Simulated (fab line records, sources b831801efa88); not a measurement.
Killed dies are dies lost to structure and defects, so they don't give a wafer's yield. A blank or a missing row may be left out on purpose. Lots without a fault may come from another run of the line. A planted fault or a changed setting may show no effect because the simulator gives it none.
Which tool did it? | flow sky130 | 24 lots, 72 wafers sampled, at 6 steps of a route of 708

WHAT THE GAUGES READ, wafer by wafer
SKY_FIELD_ISO_THK_MEAS_25. Usual: FIELD_ISO_CVD_24_THK 592 nm, standard deviation 5.3.
lot  | measured    | on            | FIELD_ISO_CVD_24_THK (nm) | flag
L074 | day 2 09:54 | film_metro-04 | 593 595 592               |
L075 | day 2 13:48 | film_metro-02 | 589 603 591               |
L077 | day 2 21:24 | film_metro-02 | 593 593 596               |
L076 | day 2 21:25 | film_metro-04 | 593 591 588               |
L078 | day 3 04:59 | film_metro-01 | 596 594 595               |
L079 | day 3 11:45 | film_metro-02 | 595 583 587               |
L080 | day 3 17:11 | film_metro-04 | 592 595 584               |
L081 | day 3 21:38 | film_metro-01 | 583 588 587               |
L082 | day 4 02:03 | film_metro-02 | 601 596 591               |
L083 | day 4 07:16 | film_metro-02 | 596 594 600               |
L084 | day 4 13:11 | film_metro-02 | 586 590 587               |
L085 | day 4 17:22 | film_metro-02 | 579 591 586               |
L086 | day 4 22:52 | film_metro-04 | 595 584 588               |
L087 | day 5 01:45 | film_metro-01 | 584 585 586               |
L088 | day 5 08:20 | film_metro-02 | 591 585 587               |
L089 | day 5 15:47 | film_metro-04 | 595 594 595               |
L090 | day 5 18:46 | film_metro-04 | 603 600 594               |
L091 | day 6 00:19 | film_metro-04 | 591 596 586               |
L092 | day 6 07:08 | film_metro-01 | 590 593 592               |
L093 | day 6 09:55 | film_metro-02 | 593 587 583               |
L094 | day 6 18:50 | film_metro-04 | 600 587 588               |
L095 | day 7 03:11 | film_metro-02 | 596 589 594               |
L096 | day 7 03:12 | film_metro-01 | 588 591 596               |
L097 | day 7 14:35 | film_metro-01 | 590 591 599               |

SKY_VIA3_THK_MEAS_01. Usual: VIA3_HDPCVD_THK 1638 nm, standard deviation 17.
lot  | measured     | on            | VIA3_HDPCVD_THK (nm) | flag
L074 | day 38 18:07 | film_metro-03 | 1610 1642 1622       |
L075 | day 39 09:34 | film_metro-01 | 1650 1641 1659       |
L077 | day 39 06:25 | film_metro-01 | 1625 1624 1627       |
L076 | day 39 04:15 | film_metro-03 | 1653 1643 1623       |
L078 | day 39 10:26 | film_metro-01 | 1642 1651 1645       |
L079 | day 40 03:34 | film_metro-03 | 1629 1644 1643       |
L080 | day 40 11:08 | film_metro-03 | 1635 1647 1641       |
L081 | day 40 13:32 | film_metro-01 | 1648 1647 1653       |
L082 | day 40 18:26 | film_metro-03 | 1640 1660 1653       |
L083 | day 40 21:29 | film_metro-03 | 1639 1638 1635       |
L084 | day 41 05:06 | film_metro-01 | 1631 1635 1652       |
L085 | day 41 11:45 | film_metro-01 | 1656 1655 1648       |
L086 | day 41 20:19 | film_metro-01 | 1615 1629 1632       |
L087 | day 41 22:22 | film_metro-03 | 1641 1665 1662       |
L088 | day 42 02:52 | film_metro-04 | 1625 1643 1642       |
L089 | day 42 18:44 | film_metro-01 | 1631 1610 1609       |
L090 | day 42 21:21 | film_metro-01 | 1629 1616 1633       |
L091 | day 43 05:32 | film_metro-03 | 1615 1611 1632       |
L092 | day 43 11:42 | film_metro-01 | 1589 1601 1609       |
L093 | day 43 16:58 | film_metro-01 | 1660 1684 1631       |
L094 | day 44 07:52 | film_metro-01 | 1640 1638 1621       |
L095 | day 44 23:38 | film_metro-03 | 1625 1624 1630       |
L096 | day 45 00:17 | film_metro-03 | 1639 1616 1643       |
L097 | day 44 23:56 | film_metro-03 | 1653 1680 1629       |

SKY_METAL4_OVL_MEAS_14. Usual: METAL4_OVL 2 nm, standard deviation 4.8.
lot  | measured     | on         | METAL4_OVL (nm) | flag
L074 | day 41 20:28 | overlay-02 | 11 13 12        |
L075 | day 42 11:34 | overlay-01 | 8 0 6           |
L077 | day 42 09:09 | overlay-01 | -7 -9 -4        |
L076 | day 42 07:25 | overlay-02 | 6 6 6           |
L078 | day 42 12:49 | overlay-02 | 0 -2 -1         |
L079 | day 43 04:40 | overlay-01 | 1 1 2           |
L080 | day 43 12:07 | overlay-02 | -1 -5 8         |
L081 | day 43 13:27 | overlay-01 | 1 2 3           |
L082 | day 43 18:52 | overlay-02 | -4 2 6          |
L083 | day 43 21:52 | overlay-01 | -1 0 -4         |
L084 | day 44 04:16 | overlay-02 | -1 -2 1         |
L085 | day 44 11:27 | overlay-01 | 5 1 -1          |
L086 | day 44 19:54 | overlay-02 | 11 8 2          |
L087 | day 44 21:31 | overlay-01 | 9 4 7           |
L088 | day 45 00:46 | overlay-02 | 3 4 2           |
L089 | day 45 16:15 | overlay-01 | -1 -2 1         |
L090 | day 45 19:27 | overlay-01 | -5 -9 -8        |
L091 | day 46 03:46 | overlay-01 | -1 1 0          |
L092 | day 46 07:04 | overlay-02 | 11 2 13         |
L093 | day 46 11:49 | overlay-01 | -2 -5 -4        |
L094 | day 47 02:18 | overlay-02 | 4 2 -6          |
L095 | day 47 16:36 | overlay-01 | 7 8 1           |
L096 | day 47 17:34 | overlay-01 | -6 0 -4         |
L097 | day 47 17:13 | overlay-01 | 6 6 5           |

WHICH TOOL RAN EACH LOT (tool, then ch and the chambers of the sampled wafers, then the start)
lot  | SKY_VT_ADJUST_LVTN_STRIP_20          | SKY_METAL3_SPUTTER_03        | SKY_VIA3_STRIP_16
L074 | plasma_asher-01 ch 0,1, day 7 18:57  | pvd_sputter-02, day 36 12:47 | plasma_asher-02 ch 0,1, day 39 19:10
L075 | plasma_asher-02 ch 0,1, day 8 03:28  | pvd_sputter-04, day 37 05:48 | plasma_asher-04 ch 0,1, day 40 10:48
L077 | plasma_asher-01 ch 0,1, day 8 11:22  | pvd_sputter-02, day 37 01:37 | plasma_asher-04 ch 0,1, day 40 07:56
L076 | plasma_asher-02 ch 0,1, day 8 11:34  | pvd_sputter-02, day 37 01:20 | plasma_asher-01 ch 0,1, day 40 05:50
L078 | plasma_asher-01 ch 0,1, day 8 17:46  | pvd_sputter-02, day 37 06:29 | plasma_asher-04 ch 0,1, day 40 11:35
L079 | plasma_asher-03 ch 0,1, day 9 02:16  | pvd_sputter-02, day 38 00:27 | plasma_asher-02 ch 0,1, day 41 04:26
L080 | plasma_asher-02 ch 0,1, day 9 12:39  | pvd_sputter-02, day 38 08:32 | plasma_asher-02 ch 0,1, day 41 11:44
L081 | plasma_asher-01 ch 0, day 9 15:37    | pvd_sputter-02, day 38 10:50 | plasma_asher-04 ch 0,1, day 41 14:08
L082 | plasma_asher-03 ch 0,1, day 9 21:49  | pvd_sputter-03, day 38 15:51 | plasma_asher-02 ch 0, day 41 18:38
L083 | plasma_asher-01 ch 0,1, day 10 05:43 | pvd_sputter-03, day 38 19:46 | plasma_asher-02 ch 0, day 41 22:05
L084 | plasma_asher-03 ch 0,1, day 10 12:31 | pvd_sputter-02, day 39 02:09 | plasma_asher-04 ch 0,1, day 42 05:23
L085 | plasma_asher-03 ch 0,1, day 10 16:55 | pvd_sputter-04, day 39 08:48 | plasma_asher-01 ch 0,1, day 42 11:53
L086 | plasma_asher-02 ch 0,1, day 10 23:43 | pvd_sputter-04, day 39 18:13 | plasma_asher-04 ch 0,1, day 42 20:30
L087 | plasma_asher-02 ch 0,1, day 11 06:37 | pvd_sputter-04, day 39 20:52 | plasma_asher-04 ch 0,1, day 42 21:47
L088 | plasma_asher-02 ch 0,1, day 11 10:19 | pvd_sputter-02, day 40 01:28 | plasma_asher-01 ch 0,1, day 43 02:06
L089 | plasma_asher-02 ch 0,1, day 11 20:07 | pvd_sputter-04, day 40 16:45 | plasma_asher-02 ch 0,1, day 43 17:59
L090 | plasma_asher-03 ch 0,1, day 12 00:43 | pvd_sputter-02, day 40 19:03 | plasma_asher-02 ch 0,1, day 43 21:05
L091 | plasma_asher-02 ch 0,1, day 12 07:33 | pvd_sputter-04, day 41 05:08 | plasma_asher-04 ch 0,1, day 44 05:46
L092 | plasma_asher-03 ch 0,1, day 12 16:52 | pvd_sputter-04, day 41 11:45 | plasma_asher-04 ch 0,1, day 44 10:30
L093 | plasma_asher-01 ch 0,1, day 12 23:04 | pvd_sputter-02, day 41 16:44 | plasma_asher-04 ch 0,1, day 44 15:17
L094 | plasma_asher-01 ch 0,1, day 13 17:10 | pvd_sputter-02, day 42 08:32 | plasma_asher-04 ch 0,1, day 45 06:02
L095 | plasma_asher-02 ch 0,1, day 14 10:49 | pvd_sputter-02, day 43 00:34 | plasma_asher-01 ch 0,1, day 45 22:24
L096 | plasma_asher-02 ch 0,1, day 14 11:58 | pvd_sputter-03, day 43 02:06 | plasma_asher-01 ch 0,1, day 45 23:08
L097 | plasma_asher-02 ch 0,1, day 14 13:37 | pvd_sputter-03, day 43 01:14 | plasma_asher-02 ch 0,1, day 45 22:55
- SKY_VT_ADJUST_LVTN_STRIP_20: strips in O2/N2.
- SKY_METAL3_SPUTTER_03: material Ti, target thk 5 nm, time 3.3 s.
- SKY_VIA3_STRIP_16: strips in O2/N2.

WHAT THE TOOLS THEMSELVES READ (means of the sampled wafers that have a number; where no wafer has one, the mark that the record gives instead)
SKY_VT_ADJUST_LVTN_STRIP_20. Usual: chamber_pressure_mTorr 1500.0 mTorr, standard deviation 1.4; drypump_motor_current_A 5.7 A, standard deviation 0.39; oes_product_au 0.716 a.u., standard deviation 0.0046; strip_time_to_endpoint_s 14.17 s, standard deviation 0.036.
lot  | tool            | chamber_pressure_mTorr (mTorr) | drypump_motor_current_A (A) | oes_product_au (a.u.) | strip_time_to_endpoint_s (s) | flag
L074 | plasma_asher-01 | 1499.4                         | 5.8                         | 0.711                 | 14.20                        |
L075 | plasma_asher-02 | 1501.0                         | 5.8                         | 0.720                 | 14.13                        |
L077 | plasma_asher-01 | 1500.0                         | 5.8                         | 0.716                 | 14.17                        |
L076 | plasma_asher-02 | 1500.9                         | 5.6                         | 0.715                 | 14.19                        |
L078 | plasma_asher-01 | 1500.2                         | 5.8                         | 0.717                 | 14.13                        |
L079 | plasma_asher-03 | 1500.2                         | 5.9                         | 0.714                 | 14.16                        |
L080 | plasma_asher-02 | 1499.5                         | 5.6                         | 0.714                 | 14.14                        |
L081 | plasma_asher-01 | 1499.4                         | 5.7                         | 0.717                 | 14.18                        |
L082 | plasma_asher-03 | 1499.8                         | 5.9                         | 0.718                 | 14.13                        |
L083 | plasma_asher-01 | 1500.5                         | 5.8                         | 0.709                 | 14.19                        |
L084 | plasma_asher-03 | 1499.2                         | 5.8                         | 0.717                 | 14.12                        |
L085 | plasma_asher-03 | 1500.7                         | 5.5                         | 0.712                 | 14.13                        |
L086 | plasma_asher-02 | 1500.0                         | 5.6                         | 0.715                 | 14.16                        |
L087 | plasma_asher-02 | 1500.5                         | 5.5                         | 0.715                 | 14.22                        |
L088 | plasma_asher-02 | 1500.2                         | 5.8                         | 0.722                 | 14.14                        |
L089 | plasma_asher-02 | 1501.5                         | 5.5                         | 0.716                 | 14.18                        |
L090 | plasma_asher-03 | 1500.1                         | 5.9                         | 0.720                 | 14.21                        |
L091 | plasma_asher-02 | 1499.2                         | 5.6                         | 0.714                 | 14.21                        |
L092 | plasma_asher-03 | 1500.5                         | 5.9                         | 0.717                 | 14.18                        |
L093 | plasma_asher-01 | 1501.2                         | 5.8                         | 0.716                 | 14.18                        |
L094 | plasma_asher-01 | 1501.0                         | 5.8                         | 0.715                 | 14.20                        |
L095 | plasma_asher-02 | 1500.0                         | 5.6                         | 0.712                 | 14.21                        |
L096 | plasma_asher-02 | 1499.7                         | 5.6                         | 0.720                 | 14.22                        |
L097 | plasma_asher-02 | 1499.4                         | 5.6                         | 0.723                 | 14.20                        |

SKY_METAL3_SPUTTER_03. Usual: throttle_valve_pct 30.0 %, standard deviation 1.1.
lot  | tool           | throttle_valve_pct (%) | flag
L074 | pvd_sputter-02 | 29.1                   |
L075 | pvd_sputter-04 | 30.4                   |
L077 | pvd_sputter-02 | 30.0                   |
L076 | pvd_sputter-02 | 29.9                   |
L078 | pvd_sputter-02 | 29.8                   |
L079 | pvd_sputter-02 | 29.8                   |
L080 | pvd_sputter-02 | 29.7                   |
L081 | pvd_sputter-02 | 30.7                   |
L082 | pvd_sputter-03 | 29.7                   |
L083 | pvd_sputter-03 | 29.6                   |
L084 | pvd_sputter-02 | 29.8                   |
L085 | pvd_sputter-04 | 30.4                   |
L086 | pvd_sputter-04 | 30.4                   |
L087 | pvd_sputter-04 | 30.8                   |
L088 | pvd_sputter-02 | 29.0                   |
L089 | pvd_sputter-04 | 30.4                   |
L090 | pvd_sputter-02 | 30.8                   |
L091 | pvd_sputter-04 | 30.3                   |
L092 | pvd_sputter-04 | 30.0                   |
L093 | pvd_sputter-02 | 29.9                   |
L094 | pvd_sputter-02 | 28.8                   |
L095 | pvd_sputter-02 | 30.8                   |
L096 | pvd_sputter-03 | 29.2                   |
L097 | pvd_sputter-03 | 31.1                   |

SKY_VIA3_STRIP_16. Usual: chamber_pressure_mTorr 1500.1 mTorr, standard deviation 1.3; drypump_motor_current_A 5.72 A, standard deviation 0.25; oes_product_au 0.401 a.u., standard deviation 0.0041; strip_time_to_endpoint_s 4.127 s, standard deviation 0.021.
lot  | tool            | chamber_pressure_mTorr (mTorr) | drypump_motor_current_A (A) | oes_product_au (a.u.) | strip_time_to_endpoint_s (s) | flag
L074 | plasma_asher-02 | 1499.6                         | 5.53                        | 0.401                 | 4.144                        |
L075 | plasma_asher-04 | 1499.7                         | 5.70                        | 0.405                 | 4.145                        |
L077 | plasma_asher-04 | 1499.8                         | 5.70                        | 0.403                 | 4.152                        |
L076 | plasma_asher-01 | 1500.0                         | 5.83                        | 0.399                 | 4.133                        |
L078 | plasma_asher-04 | 1501.9                         | 5.72                        | 0.406                 | 4.143                        |
L079 | plasma_asher-02 | 1500.5                         | 5.80                        | 0.402                 | 4.153                        |
L080 | plasma_asher-02 | 1500.0                         | 5.80                        | 0.400                 | 4.126                        |
L081 | plasma_asher-04 | 1499.7                         | 5.70                        | 0.402                 | 4.130                        |
L082 | plasma_asher-02 | 1500.8                         | 5.26                        | 0.405                 | 4.110                        |
L083 | plasma_asher-02 | 1500.3                         | 5.29                        | 0.403                 | 4.115                        |
L084 | plasma_asher-04 | 1500.0                         | 5.70                        | 0.403                 | 4.112                        |
L085 | plasma_asher-01 | 1499.3                         | 5.84                        | 0.400                 | 4.102                        |
L086 | plasma_asher-04 | 1499.8                         | 5.72                        | 0.401                 | 4.121                        |
L087 | plasma_asher-04 | 1499.8                         | 5.70                        | 0.402                 | 4.101                        |
L088 | plasma_asher-01 | 1499.7                         | 5.79                        | 0.404                 | 4.118                        |
L089 | plasma_asher-02 | 1501.0                         | 5.55                        | 0.400                 | 4.136                        |
L090 | plasma_asher-02 | 1498.1                         | 5.81                        | 0.401                 | 4.129                        |
L091 | plasma_asher-04 | 1501.1                         | 5.74                        | 0.400                 | 4.111                        |
L092 | plasma_asher-04 | 1499.7                         | 5.71                        | 0.404                 | 4.118                        |
L093 | plasma_asher-04 | 1499.4                         | 5.72                        | 0.404                 | 4.123                        |
L094 | plasma_asher-04 | 1499.6                         | 5.68                        | 0.403                 | 4.133                        |
L095 | plasma_asher-01 | 1498.9                         | 5.78                        | 0.399                 | 4.150                        |
L096 | plasma_asher-01 | 1500.3                         | 5.78                        | 0.402                 | 4.149                        |
L097 | plasma_asher-02 | 1498.9                         | 5.53                        | 0.397                 | 4.125                        |

THE ANSWER, worked out from the rows above alone
Rule: a lot is off if the mean of its wafers that have a number lies more than 3 standard deviations from the usual mean. A lot without any number at a reading at which 4 lots or more have one is off too. The other lots that the step has rows for count as sound. The gauges are gone through in route order, then the tools' own readings, and for those a lot's mean is taken as printed above. The first step at which some lot is off is used, and at that step the reading that is off furthest; a lot without a number counts as furthest.
No lot is off at any reading shown: from this, nothing can be told.

WHAT THE SIMULATOR HAD PUT IN
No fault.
